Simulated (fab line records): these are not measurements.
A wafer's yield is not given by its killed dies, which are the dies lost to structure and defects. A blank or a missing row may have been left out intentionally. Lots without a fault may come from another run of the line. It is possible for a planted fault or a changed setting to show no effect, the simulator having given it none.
What tool caused it? / flow sky130 / 12 lots with 36 wafers sampled at 2 steps, on a route of 708 steps

## WHAT EACH GAUGE READ, for each wafer
SKY_LDD_P_OVL_MEAS_08. Usual: LDD_P_OVL 0.1 nm, standard deviation 1.2.
lot=L308; measured=day 18 18:43; on=overlay-01; LDD_P_OVL (nm)=-0.3 1.0 -0.9; flag=
lot=L310; measured=day 19 19:37; on=overlay-01; LDD_P_OVL (nm)=-1.4 0.6 0.3; flag=
lot=L312; measured=day 20 06:11; on=overlay-01; LDD_P_OVL (nm)=-0.9 -0.3 -0.2; flag=
lot=L314; measured=day 21 09:41; on=overlay-02; LDD_P_OVL (nm)=-2.8 -3.6 -3.3; flag=
lot=L315; measured=day 22 06:29; on=overlay-01; LDD_P_OVL (nm)=-0.1 -1.2 1.3; flag=
lot=L316; measured=day 23 04:35; on=overlay-02; LDD_P_OVL (nm)=0.0 0.4 1.1; flag=
lot=L319; measured=day 23 15:46; on=overlay-01; LDD_P_OVL (nm)=0.7 -0.9 1.7; flag=
lot=L318; measured=day 23 17:26; on=overlay-02; LDD_P_OVL (nm)=-1.3 -0.1 -0.1; flag=
lot=L320; measured=day 23 19:29; on=overlay-02; LDD_P_OVL (nm)=1.1 0.7 0.9; flag=
lot=L329; measured=day 26 13:44; on=overlay-02; LDD_P_OVL (nm)=-0.1 0.0 1.1; flag=
lot=L328; measured=day 26 14:26; on=overlay-02; LDD_P_OVL (nm)=0.7 0.1 0.7; flag=
lot=L330; measured=day 26 23:34; on=overlay-02; LDD_P_OVL (nm)=1.1 -0.2 -0.6; flag=

## EACH LOT AND THE TOOL THAT RAN IT (in order: tool; ch and the chambers of the sampled wafers; start)
lot=L308; SKY_RES_PROTECT_STRIP_07=plasma asher-02 ch 0,1, day 14 23:38
lot=L310; SKY_RES_PROTECT_STRIP_07=plasma asher-03 ch 0,1, day 15 20:45
lot=L312; SKY_RES_PROTECT_STRIP_07=plasma asher-03 ch 0,1, day 16 06:06
lot=L314; SKY_RES_PROTECT_STRIP_07=plasma asher-01 ch 0,1, day 17 08:54
lot=L315; SKY_RES_PROTECT_STRIP_07=plasma asher-03 ch 0,1, day 18 06:14
lot=L316; SKY_RES_PROTECT_STRIP_07=plasma asher-03 ch 0,1, day 19 04:24
lot=L319; SKY_RES_PROTECT_STRIP_07=plasma asher-03 ch 1, day 19 15:23
lot=L318; SKY_RES_PROTECT_STRIP_07=plasma asher-01 ch 0,1, day 19 16:32
lot=L320; SKY_RES_PROTECT_STRIP_07=plasma asher-02 ch 0,1, day 19 19:21
lot=L329; SKY_RES_PROTECT_STRIP_07=plasma asher-03 ch 0,1, day 22 15:33
lot=L328; SKY_RES_PROTECT_STRIP_07=plasma asher-01 ch 0,1, day 22 17:04
lot=L330; SKY_RES_PROTECT_STRIP_07=plasma asher-01 ch 0,1, day 23 00:03
- SKY_RES_PROTECT_STRIP_07: strips in O2/N2.

## WHAT THE TOOLS THEMSELVES READ (means of the sampled wafers that have a number; where no wafer has one, the mark that the record gives instead)
SKY_RES_PROTECT_STRIP_07. Usual: drypump motor current A 5.43 A, standard deviation 0.23; oes product au 0.518 a.u., standard deviation 0.0043; strip time to endpoint s 23.30 s, standard deviation 0.04.
lot=L308; tool=plasma asher-02; drypump motor current A (A)=5.50; oes product au (a.u.)=0.519; strip time to endpoint s (s)=23.33; flag=
lot=L310; tool=plasma asher-03; drypump motor current A (A)=5.27; oes product au (a.u.)=0.520; strip time to endpoint s (s)=23.29; flag=
lot=L312; tool=plasma asher-03; drypump motor current A (A)=5.28; oes product au (a.u.)=0.518; strip time to endpoint s (s)=23.30; flag=
lot=L314; tool=plasma asher-01; drypump motor current A (A)=5.45; oes product au (a.u.)=0.520; strip time to endpoint s (s)=23.30; flag=
lot=L315; tool=plasma asher-03; drypump motor current A (A)=5.25; oes product au (a.u.)=0.515; strip time to endpoint s (s)=23.32; flag=
lot=L316; tool=plasma asher-03; drypump motor current A (A)=5.16; oes product au (a.u.)=0.519; strip time to endpoint s (s)=23.34; flag=
lot=L319; tool=plasma asher-03; drypump motor current A (A)=5.38; oes product au (a.u.)=0.516; strip time to endpoint s (s)=23.28; flag=
lot=L318; tool=plasma asher-01; drypump motor current A (A)=5.47; oes product au (a.u.)=0.518; strip time to endpoint s (s)=23.34; flag=
lot=L320; tool=plasma asher-02; drypump motor current A (A)=5.50; oes product au (a.u.)=0.520; strip time to endpoint s (s)=23.33; flag=
lot=L329; tool=plasma asher-03; drypump motor current A (A)=5.24; oes product au (a.u.)=0.524; strip time to endpoint s (s)=23.28; flag=
lot=L328; tool=plasma asher-01; drypump motor current A (A)=5.48; oes product au (a.u.)=0.519; strip time to endpoint s (s)=23.31; flag=
lot=L330; tool=plasma asher-01; drypump motor current A (A)=5.57; oes product au (a.u.)=0.518; strip time to endpoint s (s)=23.29; flag=

## THE ANSWER, worked out from the rows above alone
Rule: a lot is off if the mean of its wafers that have a number lies more than 3 standard deviations from the usual mean. Also off: a lot with no number at a reading for which 4 or more lots have one. Any other lot the step has rows for is counted as sound. First the gauges in route order, then the tools' own readings, where a lot's mean is used as printed above. The first step at which some lot is off is used, and at that step the reading that is off furthest; a lot without a number counts as furthest.
None of the lots is off at any reading shown; this tells nothing.

## WHAT HAD BEEN PUT IN BY THE SIMULATOR
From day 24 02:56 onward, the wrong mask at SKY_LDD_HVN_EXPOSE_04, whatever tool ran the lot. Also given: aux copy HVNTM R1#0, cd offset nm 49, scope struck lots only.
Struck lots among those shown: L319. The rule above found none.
